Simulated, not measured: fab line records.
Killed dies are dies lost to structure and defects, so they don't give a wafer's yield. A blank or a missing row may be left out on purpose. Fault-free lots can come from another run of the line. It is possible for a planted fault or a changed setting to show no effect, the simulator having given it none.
Matching of chambers ; flow sky130 ; rie-diel-04 running SKY_LI_CONTACT_ETCH_14: 3 sister chambers
The step etches BARC in N2/H2, stops on SiO2, time 45.9 s, target depth 60 nm. 3 wafers are shown with their chamber, then 8 later ones without.

## WAFERS, EACH WITH ITS CHAMBER
wafer;chamber;drypump-motor-current-A (A)
L226.3;2;5.75
L231.5;1;6.19
L232.2;3;5.91

## WAFERS WITHOUT THEIR CHAMBER
wafer;drypump-motor-current-A (A)
L232.4;6.24
L232.6;5.71
L233.1;6.16
L233.2;5.91
L233.4;6.17
L235.2;5.91
L235.4;6.16
L235.6;6.21

## WHICH CHAMBER EACH WENT THROUGH
wafer;from the rows above;in truth
L232.4;1;1
L232.6;2;2
L233.1;1;1
L233.2;3;3
L233.4;1;1
L235.2;3;3
L235.4;1;1
L235.6;1;1
Correct placement for 8 of the 8. Number that these rows cannot place: 0. 0 placed wrongly.
How it was worked out, from the rows above alone: a wafer's distance from a chamber is the root of the sum, over the readings, of the square of ((its reading less the chamber's mean) divided by the reading's scatter). If the next closest chamber is less than 2 further off than the closest, the wafer can't be placed; otherwise it belongs to the closest. For every chamber, the mean is computed from those of its wafers that are shown. The scatter: with one shown wafer a chamber, the root of the mean of the squares of how far each hidden wafer lies from its nearest shown one.
